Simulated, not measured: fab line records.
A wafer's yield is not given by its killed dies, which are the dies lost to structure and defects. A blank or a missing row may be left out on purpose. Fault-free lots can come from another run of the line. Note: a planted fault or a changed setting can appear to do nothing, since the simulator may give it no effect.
Chamber matching | flow sky130 | SKY_POLY_CUT_ETCH_10 on rie diel-01 has 4 sister chambers
The step etches BARC in N2/H2, stops on SiO2, time 45.9 s, target depth 60 nm. 7 wafers are shown with their chamber, then 7 later ones without.

## WAFERS PAIRED WITH THEIR CHAMBERS
wafer  | chamber | oes product au (a.u.) | throttle valve pct (%)
L969.2 | 1       | 0.863                 | 13.229
L969.3 | 3       | 0.855                 | 13.218
L974.5 | 3       | 0.862                 | 13.223
L975.1 | 2       | 0.846                 | 13.224
L975.6 | 2       | 0.844                 | 13.230
L983.3 | 0       | 0.855                 | 13.236
L983.5 | 0       | 0.851                 | 13.234

## WAFERS WHOSE CHAMBER IS MISSING
wafer  | oes product au (a.u.) | throttle valve pct (%)
L983.6 | 0.848                 | 13.230
L988.2 | 0.851                 | 13.231
L988.3 | 0.863                 | 13.233
L988.6 | 0.853                 | 13.224
L989.2 | 0.862                 | 13.221
L989.4 | 0.852                 | 13.233
L989.6 | 0.858                 | 13.216

## CHAMBER TAKEN BY EACH
wafer  | from the rows above               | in truth
L983.6 | can't be placed: 2 or 0           | 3
L988.2 | can't be placed: 0 or 2           | 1
L988.3 | can't be placed: 1 or 0           | 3
L988.6 | can't be placed: 3 or 2 or 1 or 0 | 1
L989.2 | can't be placed: 3 or 1           | 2
L989.4 | 0                                 | 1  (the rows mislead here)
L989.6 | 3                                 | 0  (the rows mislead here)
Placed correctly: 0 of 7. From these rows, 5 cannot be placed; in 1 the true chamber is one of the candidates. Placed wrongly: 2.
How it was worked out, from the rows above alone: a wafer's distance from a chamber is the root of the sum, over the readings, of the square of ((its reading less the chamber's mean) divided by the reading's scatter). If the next closest chamber is less than 2 further off than the closest, the wafer can't be placed; otherwise it belongs to the closest. A chamber's mean is the mean of its shown wafers. How the scatter is found: for the shown wafers, subtract from each reading the mean of its chamber, square and add these, divide the total by (wafers less chambers), then take the root.
